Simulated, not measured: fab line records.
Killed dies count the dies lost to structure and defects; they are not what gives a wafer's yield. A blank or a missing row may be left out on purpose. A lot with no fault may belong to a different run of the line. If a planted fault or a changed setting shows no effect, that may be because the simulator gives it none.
What tool caused it? :: flow sky130 :: 6 lots, 16 wafers sampled, at 4 steps of a route of 708

## WHAT THE GAUGES SHOWED, per wafer
SKY_PASSIVATION_THK_MEAS_03.
lot: L732
measured: day 45 04:49
on: film metro-01
PASSIVATION_CVD_02_THK (nm): 527 541 542

lot: L734
measured: day 45 12:52
on: film metro-01
PASSIVATION_CVD_02_THK (nm): 537 533 547

lot: L736
measured: day 46 05:55
on: film metro-02
PASSIVATION_CVD_02_THK (nm): 539 544 539

lot: L737
measured: day 46 14:23
on: film metro-03
PASSIVATION_CVD_02_THK (nm): 533 542

lot: L741
measured: day 47 10:28
on: film metro-03
PASSIVATION_CVD_02_THK (nm): 542 544 548

lot: L743
measured: day 47 23:29
on: film metro-02
PASSIVATION_CVD_02_THK (nm): 548 551

## WHICH TOOL RAN EACH LOT (tool, then ch and the chambers of the sampled wafers, then the start)
lot: L732
SKY_CAPM_CVD_00: pecvd-02 ch 0,1, day 37 19:28
SKY_METAL5_SPUTTER_00: pvd sputter-04, day 44 05:31
SKY_PASSIVATION_CVD_02: pecvd-02 ch 0,2, day 45 04:34

lot: L734
SKY_CAPM_CVD_00: pecvd-04 ch 0,1, day 38 07:40
SKY_METAL5_SPUTTER_00: pvd sputter-02, day 44 14:04
SKY_PASSIVATION_CVD_02: pecvd-04 ch 0,1,2, day 45 12:38

lot: L736
SKY_CAPM_CVD_00: pecvd-02 ch 0,1,2, day 39 02:29
SKY_METAL5_SPUTTER_00: pvd sputter-04, day 45 07:31
SKY_PASSIVATION_CVD_02: pecvd-03 ch 0,1, day 46 05:41

lot: L737
SKY_CAPM_CVD_00: pecvd-04 ch 1,2, day 39 11:55
SKY_METAL5_SPUTTER_00: pvd sputter-02, day 45 15:55
SKY_PASSIVATION_CVD_02: pecvd-04 ch 1,2, day 46 14:10

lot: L741
SKY_CAPM_CVD_00: pecvd-01 ch 0,1,2, day 40 13:58
SKY_METAL5_SPUTTER_00: pvd sputter-04, day 46 12:52
SKY_PASSIVATION_CVD_02: pecvd-04 ch 0,1,2, day 47 10:20

lot: L743
SKY_CAPM_CVD_00: pecvd-01 ch 0,1, day 41 06:17
SKY_METAL5_SPUTTER_00: pvd sputter-02, day 47 02:52
SKY_PASSIVATION_CVD_02: pecvd-02 ch 1, day 47 23:14
- SKY_CAPM_CVD_00: deposits SiO2, target thk 15.5 nm.
- SKY_METAL5_SPUTTER_00: material Ti, target thk 15 nm, time 10 s.
- SKY_PASSIVATION_CVD_02: deposits Si3N4, target thk 540 nm.

## THE ANSWER, worked out from the rows above alone
Rule: the lots themselves supply what counts as usual. The widest of any qualifying gaps counts: lots, ordered by their means at a reading, are off when they make up no more than a third of the lots, leave a main group of 4 or more, and stand apart from it by 3 or more times the standard deviation of that group's means. Not used: any main group whose means are identical at the precision the tables above print for the reading. A lot without any number at a reading at which 4 lots or more have one is off too. The other lots that the step has rows for count as sound.
Nothing can be told from this: no lot is off at any reading shown.

## WHAT WAS PUT IN BY THE SIMULATOR
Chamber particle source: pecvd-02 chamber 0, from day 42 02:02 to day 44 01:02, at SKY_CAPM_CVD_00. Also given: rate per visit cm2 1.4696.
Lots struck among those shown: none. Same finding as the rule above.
